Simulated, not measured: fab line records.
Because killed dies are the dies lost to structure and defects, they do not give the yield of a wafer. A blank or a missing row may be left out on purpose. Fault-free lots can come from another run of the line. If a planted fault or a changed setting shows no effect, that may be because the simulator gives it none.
Matching of chambers :: flow sky130 :: SKY_VIA1_CMP_02 on cmp-01 has 4 sister chambers
The step polishes SiO2. 8 wafers are shown with their chamber, then 8 later ones without.

WAFERS, EACH WITH ITS CHAMBER
wafer: L085.1
chamber: 0
motor-current-A (A): 12.7
slurry-filter-dp-kPa (kPa): 13.59

wafer: L087.2
chamber: 2
motor-current-A (A): 10.9
slurry-filter-dp-kPa (kPa): 13.53

wafer: L087.5
chamber: 0
motor-current-A (A): 12.8
slurry-filter-dp-kPa (kPa): 13.19

wafer: L087.6
chamber: 3
motor-current-A (A): 11.4
slurry-filter-dp-kPa (kPa): 13.60

wafer: L088.1
chamber: 2
motor-current-A (A): 10.7
slurry-filter-dp-kPa (kPa): 13.72

wafer: L088.3
chamber: 1
motor-current-A (A): 12.2
slurry-filter-dp-kPa (kPa): 13.73

wafer: L088.5
chamber: 3
motor-current-A (A): 11.7
slurry-filter-dp-kPa (kPa): 13.64

wafer: L089.2
chamber: 1
motor-current-A (A): 11.9
slurry-filter-dp-kPa (kPa): 13.61

WAFERS WHOSE CHAMBER IS MISSING
wafer: L089.4
motor-current-A (A): 12.4
slurry-filter-dp-kPa (kPa): 13.29

wafer: L089.5
motor-current-A (A): 11.3
slurry-filter-dp-kPa (kPa): 13.51

wafer: L094.1
motor-current-A (A): 12.6
slurry-filter-dp-kPa (kPa): 13.44

wafer: L094.5
motor-current-A (A): 12.9
slurry-filter-dp-kPa (kPa): 13.52

wafer: L094.6
motor-current-A (A): 13.2
slurry-filter-dp-kPa (kPa): 13.60

wafer: L096.1
motor-current-A (A): 11.1
slurry-filter-dp-kPa (kPa): 13.50

wafer: L096.2
motor-current-A (A): 13.2
slurry-filter-dp-kPa (kPa): 13.51

wafer: L096.3
motor-current-A (A): 11.8
slurry-filter-dp-kPa (kPa): 13.72

THE CHAMBER EACH PASSED THROUGH
wafer: L089.4
from the rows above: can't be placed: 0 or 1
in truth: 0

wafer: L089.5
from the rows above: can't be placed: 3 or 2
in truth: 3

wafer: L094.1
from the rows above: 0
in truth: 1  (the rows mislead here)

wafer: L094.5
from the rows above: 0
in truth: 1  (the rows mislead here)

wafer: L094.6
from the rows above: 0
in truth: 0

wafer: L096.1
from the rows above: can't be placed: 2 or 3
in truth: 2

wafer: L096.2
from the rows above: 0
in truth: 0

wafer: L096.3
from the rows above: can't be placed: 1 or 3
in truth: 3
Correctly placed: 2 of 8. Can't be placed from these rows: 4 (the true chamber is among the candidates in 4). Wrongly placed: 2.
How it was worked out, from the rows above alone: a wafer's distance from a chamber is the root of the sum, over the readings, of the square of ((its reading less the chamber's mean) divided by the reading's scatter). The wafer belongs to the nearest chamber; if the next one is less than 2 further off, it can't be placed. For every chamber, the mean is computed from those of its wafers that are shown. How the scatter is found: for the shown wafers, subtract from each reading the mean of its chamber, square and add these, divide the total by (wafers less chambers), then take the root.
